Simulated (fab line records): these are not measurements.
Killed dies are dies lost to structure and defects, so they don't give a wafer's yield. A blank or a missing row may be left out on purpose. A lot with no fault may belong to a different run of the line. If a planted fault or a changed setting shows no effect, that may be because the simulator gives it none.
fab line records ; flow sky130
record lots=6; wafers=18; last_day=50
route steps=708 shown METAL1@454 VIA1@458 PAD_OPEN@708
lots with no fault: from the same line, run without faults
start_h: hours from the record's first day to the start of the lot's first wafer shown ; wait_h: time in hours since the lot's previous step ; " unchanged from the row above ; L1.1+2: a row that stands for several wafers ; - no value, or no start given ; * or withheld: withheld ; < > ~ a bound
route shown NAME@n: NAME is a module with steps in the file, n the number in the route of the first one ; usual: mean/standard deviation of fault-free wafers ; same: alike in all rows ; chamber/n: place in a boat ; sites: the reading at each site ; _std_site: the standard deviation of these ; _edge_site: the outer-site mean with the inner-site mean subtracted ; radius_mm: how far each site lies from the wafer's centre ; mask NAME#n: copy n ; behind: the tool/chamber that last shaped the wafer ; hold: why the lot was held/for how many hours/how that ended ; device: the transistor (n, p or np) that didn't switch ; end of line: tests of these same wafers at the route's end ; step lacking rows: just its recipe ; killed: at the first sort, the dies lost to defects and structure; wafer yield is something else ; map: a wafer's dies, marking killed ones x, the rest . and places with no die _
set.NAME: setting as actually run; set.NAME@STEP: the setting as run at that earlier step ; model.NAME: the simulator's own value behind a step, which no gauge read
lots at selected steps of the route; one table per step, one row per wafer
services: the hour from which a tool's chamber was out of use, counted from the record's first day as start_h (under 0 if before that day), plus the number of hours and why
## steps
# step SKY_METAL1_STRIP_20
# recipe chemistry=O2/N2; power_w=1400; pressure_mtorr=1500; platen_temp_c=withheld; o2_flow_sccm=3000; n2_flow_sccm=300; overash_fraction=0.5
# usual drypump_motor_current_A=5.80/0.27; oes_product_au=0.342/0.0051; strip_time_to_endpoint_s=2.70/0.039
lot.wafer;tool;chamber;start_h;wait_h;drypump_motor_current_A;oes_product_au;rf_hours_counter_h;strip_time_to_endpoint_s
L784.2;plasma_asher-03;0;795.63;0.1;5.55;0.336;68;2.75
L784.3;plasma_asher-03;1;795.63;0.1;5.62;0.337;-;2.67
L784.5;plasma_asher-03;1;795.63;0.1;5.62;0.346;-;2.72
L785.1;plasma_asher-02;0;799.37;0.1;6.08;0.344;6;2.65
L785.4;plasma_asher-02;0;799.37;0.1;6.07;0.337;-;2.71
L785.5;plasma_asher-02;0;799.37;0.1;6.08;0.342;-;2.65
L795.2;plasma_asher-03;0;880.55;0.1;5.52;0.345;77;2.73
L795.3;plasma_asher-03;0;880.55;0.1;5.57;0.339;-;2.71
L795.6;plasma_asher-03;1;880.55;0.1;5.60;0.343;-;2.72
L796.1;plasma_asher-03;0;891.08;0.1;5.54;0.343;78;2.72
L796.5;plasma_asher-03;0;891.08;0.1;5.51;0.347;-;2.77
L796.6;plasma_asher-03;1;891.08;0.1;5.59;0.348;-;2.68
L798.2;plasma_asher-04;0;900.93;0.1;6.22;0.350;104;2.68
L798.4;plasma_asher-04;0;900.93;0.1;6.23;0.336;-;2.69
L798.5;plasma_asher-04;1;900.93;0.1;6.06;0.343;-;2.68
L802.2;plasma_asher-03;0;933.21;0.1;5.54;0.341;82;2.67
L802.3;plasma_asher-03;0;933.21;0.1;5.57;0.337;-;2.66
L802.5;plasma_asher-03;1;933.21;0.1;5.60;0.343;-;2.65
# step SKY_METAL1_STRIP_21
# recipe chemistry=post_etch_residue_remover; time_s=1200; temp_c=72.5
# step SKY_METAL1_CLEAN_22
# recipe chemistry=IPA; time_s=180; temp_c=25
# step SKY_METAL1_CLEAN_23
# recipe chemistry=O3/DIW; dry=n2_spin
# step SKY_VIA1_HDPCVD_00
# recipe material=SiO2; target_thk_nm=1030; sigma_open_frac=0.3; time_s=171.7; temp_c=400; sih4_flow_sccm=60; pressure_mtorr=6
# step SKY_VIA1_THK_MEAS_01
# recipe reads=SiO2_of_VIA1_HDPCVD_00
# usual VIA1_HDPCVD_THK=1030/9.8
lot.wafer;tool;chamber;start_h;wait_h;VIA1_HDPCVD_THK[nm]
L784.2;film_metro-04;-;796.37;0.1;1047
L784.3;film_metro-04;-;796.37;0.1;1048
L784.5;film_metro-04;-;796.37;0.1;1046
L785.1;film_metro-04;-;800.07;0.1;1032
L785.4;film_metro-04;-;800.07;0.1;1034
L785.5;film_metro-04;-;800.07;0.1;1042
L795.2;film_metro-02;-;881.26;0.1;1032
L795.3;film_metro-02;-;881.26;0.1;1017
L795.6;film_metro-02;-;881.26;0.1;1027
L796.1;film_metro-03;-;891.82;0.1;1039
L796.5;film_metro-03;-;891.82;0.1;1035
L796.6;film_metro-03;-;891.82;0.1;1041
L798.2;film_metro-04;-;901.65;0.1;1022
L798.4;film_metro-04;-;901.65;0.1;1034
L798.5;film_metro-04;-;901.65;0.1;1011
L802.2;film_metro-03;-;933.92;0.1;1023
L802.3;film_metro-03;-;933.92;0.1;1026
L802.5;film_metro-03;-;933.92;0.1;1031
# step SKY_VIA1_CMP_02
# recipe material=SiO2; down_force_psi=4; platen_rpm=60; pad_velocity_m_s=0.94248
# usual motor_current_A=12.6/1.2
lot.wafer;tool;chamber;start_h;wait_h;motor_current_A
L784.2;cmp-02;2;796.47;0.1;15.3
L784.3;cmp-02;3;796.47;0.1;12.1
L784.5;cmp-02;2;796.47;0.1;13.9
L785.1;cmp-02;2;800.13;0.1;14.2
L785.4;cmp-02;0;800.13;0.1;13.3
L785.5;cmp-02;3;800.13;0.1;12.2
L795.2;cmp-02;2;881.31;0.0;14.6
L795.3;cmp-02;3;881.31;0.0;11.1
L795.6;cmp-02;3;881.31;0.0;12.1
L796.1;cmp-02;0;892.03;0.2;13.5
L796.5;cmp-02;1;892.03;0.2;12.4
L796.6;cmp-02;2;892.03;0.2;14.1
L798.4;cmp-01;3;901.80;0.1;10.9
L798.2;cmp-01;0;901.80;0.1;14.3
L798.5;cmp-01;1;901.80;0.1;11.7
L802.3;cmp-01;1;934.02;0.1;12.1
L802.2;cmp-01;2;934.02;0.1;11.0
L802.5;cmp-01;1;934.02;0.1;12.1
# step SKY_VIA1_BOW_MEAS_03
# recipe mode=bow
# usual VIA1_BOW=79/6.9
lot.wafer;tool;chamber;start_h;wait_h;VIA1_BOW[um]
L784.2;film_metro-03;-;796.74;0.2;83
L784.3;film_metro-03;-;796.74;0.2;77
L784.5;film_metro-03;-;796.74;0.2;78
L785.1;film_metro-04;-;800.43;0.2;87
L785.4;film_metro-04;-;800.43;0.2;76
L785.5;film_metro-04;-;800.43;0.2;79
L795.2;film_metro-04;-;881.63;0.3;79
L795.3;film_metro-04;-;881.63;0.3;70
L795.6;film_metro-04;-;881.63;0.3;71
L796.1;film_metro-04;-;892.18;0.1;82
L796.5;film_metro-04;-;892.18;0.1;79
L796.6;film_metro-04;-;892.18;0.1;78
L798.2;film_metro-02;-;902.02;0.1;70
L798.4;film_metro-02;-;902.02;0.1;83
L798.5;film_metro-02;-;902.02;0.1;67
L802.2;film_metro-03;-;934.29;0.2;83
L802.3;film_metro-03;-;934.29;0.2;78
L802.5;film_metro-03;-;934.29;0.2;73
# step SKY_VIA1_DEHYDRATE_04
# recipe temp_c=200; time_s=60
# step SKY_VIA1_HMDS_05
# recipe prime_time_s=60; prime_temp_c=120
# step SKY_VIA1_COAT_06
# recipe resist=BARC; temp_c=withheld; time_s=withheld; spin_rpm=3000; resist_thk_nm=60
# step SKY_VIA1_COAT_07
# recipe resist=KrF-thick; spin_rpm=3000; resist_thk_nm=450
# step SKY_VIA1_SOFTBAKE_08
# recipe temp_c=100; time_s=90; resist=KrF-thick
# usual heater_power_total_W=57.37/0.12; plate_temp_C=99.99/0.12
lot.wafer;tool;chamber;start_h;wait_h;heater_power_total_W;plate_temp_C
L784.2;litho_track-01;0;810;-;57.38;100.03
L784.3;litho_track-01;0;810;-;57.24;99.93
L784.5;litho_track-01;0;810;-;57.54;100.00
L785.1;litho_track-01;0;813;-;57.43;99.87
L785.4;litho_track-01;0;813;-;57.51;100.21
L785.5;litho_track-01;0;813;-;57.21;100.08
L795.2;litho_track-01;0;894;-;54.29;96.12
L795.3;litho_track-01;0;894;-;54.25;96.19
L795.6;litho_track-01;0;894;-;54.33;96.14
L796.1;litho_track-01;0;905;-;54.23;95.87
L796.5;litho_track-01;0;905;-;54.17;96.07
L796.6;litho_track-01;0;905;-;54.26;96.08
L798.2;litho_track-03;0;914;-;57.14;100.01
L798.4;litho_track-03;0;914;-;57.24;100.12
L798.5;litho_track-03;0;914;-;57.43;99.95
L802.2;litho_track-03;0;945;-;57.38;100.03
L802.3;litho_track-03;0;945;-;57.32;100.07
L802.5;litho_track-03;0;945;-;57.25;99.82
# step SKY_VIA1_EXPOSE_09
# recipe mask_id=VIM; na=0.8; source_shape=annular; sigma_inner=0.55; sigma_outer=0.85; target_cd_nm=150; dose_mj=38
# step SKY_VIA1_PEB_10
# recipe peb_temp_c=withheld; peb_time_s=withheld; resist=KrF-thick
# step SKY_VIA1_DEVELOP_11
# recipe develop_time_s=60; resist=KrF-thick; dev_temp_c=21
lot.wafer;tool;chamber;start_h;wait_h;model.KrF-thick_of_VIA1_COAT_07.thk_nm
L784.2;litho_track-01;0;-;-;435.1
L784.3;litho_track-01;0;-;-;434.8
L784.5;litho_track-01;0;-;-;436.5
L785.1;litho_track-03;0;-;-;432.4
L785.4;litho_track-03;0;-;-;432.6
L785.5;litho_track-03;0;-;-;433.8
L795.2;litho_track-01;0;-;-;437.5
L795.3;litho_track-01;0;-;-;436.8
L795.6;litho_track-01;0;-;-;436.7
L796.1;litho_track-03;0;-;-;440.6
L796.5;litho_track-03;0;-;-;439.7
L796.6;litho_track-03;0;-;-;441.7
L798.2;litho_track-01;0;-;-;435.7
L798.4;litho_track-01;0;-;-;434.9
L798.5;litho_track-01;0;-;-;436.9
L802.2;litho_track-03;0;-;-;437.5
L802.3;litho_track-03;0;-;-;437
L802.5;litho_track-03;0;-;-;436.4
# step SKY_VIA1_CD_MEAS_12
# recipe target_cd_nm=150
# usual cd_nm=149.7/1.6
lot.wafer;tool;chamber;start_h;wait_h;cd_nm
L784.2;cd_sem-02;-;823.86;-;150.0
L784.3;cd_sem-02;-;823.86;-;149.0
L784.5;cd_sem-02;-;823.86;-;150.2
L785.1;cd_sem-02;-;826.48;-;148.8
L785.4;cd_sem-02;-;826.48;-;148.5
L785.5;cd_sem-02;-;826.48;-;149.8
L795.2;cd_sem-02;-;907.26;-;147.3
L795.3;cd_sem-02;-;907.26;-;148.8
L795.6;cd_sem-02;-;907.26;-;148.7
L796.1;cd_sem-02;-;917.58;-;147.8
L796.5;cd_sem-02;-;917.58;-;146.7
L796.6;cd_sem-02;-;917.58;-;148.1
L798.2;cd_sem-02;-;927.11;-;149.8
L798.4;cd_sem-02;-;927.11;-;150.1
L798.5;cd_sem-02;-;927.11;-;149.7
L802.2;cd_sem-02;-;958.50;-;150.5
L802.3;cd_sem-02;-;958.50;-;151.5
L802.5;cd_sem-02;-;958.50;-;149.9
# step SKY_PAD_OPEN_PROBE_99
# usual defect_limited_yield=82.4/1.8; killed_at_M0_to_M3=44/7.2; killed_at_M4_up=3.5/1.8; killed_at_contacts=25/5.1; killed_at_front_end=14/4.4; killed_at_other=0.4/0.58; killed_dies=87/9.1; killed_open=48/6.9; killed_short=38/6.3; sort_bin_3_pad_short=0.9/0.43; sort_bin_5_function=10.5/1.5; sort_bin_6_memory=6.3/1.1; sort_n_pass=405/9.1; sort_yield_pct=82.4/1.8
# same gross_dies=492; killed_at_back_side=0; sort_bin_4_leakage[%]=0; sort_bin_8_speed[%]=0
lot.wafer;tool;chamber;start_h;wait_h;defect_limited_yield[%];killed_at_M0_to_M3;killed_at_M4_up;killed_at_contacts;killed_at_front_end;killed_at_other;killed_dies;killed_open;killed_short;sort_bin_3_pad_short[%];sort_bin_5_function[%];sort_bin_6_memory[%];sort_n_pass;sort_yield_pct[%]
L785.1;prober-01;-;1103.35;0.1;80.9;42;2;29;20;1;94;57;34;1.0;11.4;6.7;398;80.9
L785.4;prober-01;-;1103.50;0.2;80.9;35;3;36;18;2;94;47;44;0.2;10.8;8.1;398;80.9
L785.5;prober-01;-;1103.55;0.2;82.3;32;4;34;15;2;87;46;37;0.8;10.0;6.9;405;82.3
L795.6;prober-02;-;1161.81;0.2;82.1;39;2;28;18;1;88;53;35;0.6;11.2;6.1;404;82.1
# killed by level:class
L785.1 CONTACT:geometric_particle:open=14 FIELD_ISO:geometric_particle:open=8 LI_CONTACT:geometric_particle:open=8 METAL2:geometric_particle:short=8 VIA1:geometric_particle:open=8 VIA2:geometric_particle:open=6 VIA1:geometric_particle:short=5 VIA3:geometric_particle:open=5
L785.4 LI_CONTACT:geometric_particle:open=10 CONTACT:geometric_particle:open=9 FIELD_ISO:geometric_particle:short=7 METAL2:geometric_particle:short=7 CONTACT:geometric_particle:short=6 VIA1:geometric_particle:open=6 VIA2:geometric_particle:open=6 VIA3:geometric_particle:open=6
L785.5 CONTACT:geometric_particle:open=12 LI_CONTACT:geometric_particle:open=8 CONTACT:geometric_particle:short=7 LI_CONTACT:geometric_particle:short=6 VIA1:geometric_particle:open=6 VIA2:geometric_particle:open=5 FIELD_ISO:geometric_particle:open=4 METAL2:geometric_particle:short=4
L795.6 CONTACT:geometric_particle:open=10 VIA1:geometric_particle:open=9 FIELD_ISO:geometric_particle:open=8 VIA2:geometric_particle:open=7 LI_CONTACT:geometric_particle:open=6 VIA2:geometric_particle:short=6 LI_CONTACT:geometric_particle:short=4 CONTACT:geometric_particle:short=4
## services
tool;chamber;start_h;hours;kind
cmp-01;-;772.10;0.3;repair
cmp-01;-;786.54;1.6;repair
cmp-01;-;794.63;7.9;pm
litho_track-03;-;806.99;-;consumable_replace:filter
cmp-01;-;807.60;0.4;repair
cmp-02;-;811.84;2.3;repair
cmp-01;-;822.49;15.5;pm
cmp-02;-;838.15;7.0;pm
cmp-01;-;852.07;6.3;repair
cmp-01;-;854.87;1.4;repair
cmp-02;-;860.16;3.2;pm
cmp-02;-;907.59;3.9;repair
cmp-01;-;912.12;4.0;pm
cmp-01;-;916.12;-;consumable_replace:conditioner
cmp-01;-;916.12;-;consumable_replace:pad
plasma_asher-03;-;919.48;2.4;repair
cmp-01;-;937.70;15.6;repair
cmp-01;-;943.40;0.6;repair
plasma_asher-03;-;948.72;15.6;pm
plasma_asher-04;-;956.48;2.5;repair
## key
first_sign step=SKY_VIA1_SOFTBAKE_08; reading=plate_temp_C; direction=down; sigmas=33; usual=*; struck=*
effect step=SKY_VIA1_SOFTBAKE_08; reading=heater_power_total_W; direction=down; sigmas=26; usual=*; struck=*
model_effect step=SKY_VIA1_DEVELOP_11; value=KrF-thick_of_VIA1_COAT_07.thk_nm; without=436.4; struck=438.8
met_at SKY_VIA1_SOFTBAKE_08
struck_wafers L795.2,L795.3,L795.6,L796.1,L796.5,L796.6
onset_between 813 894
fault kind=process_parameter_drift; tool=litho_track-01; chamber=-; onset_h=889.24; steps=SKY_VIA1_SOFTBAKE_08; channel=temp_c; offset=*; shape=step; end_h=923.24; acts_in=*; stated=*
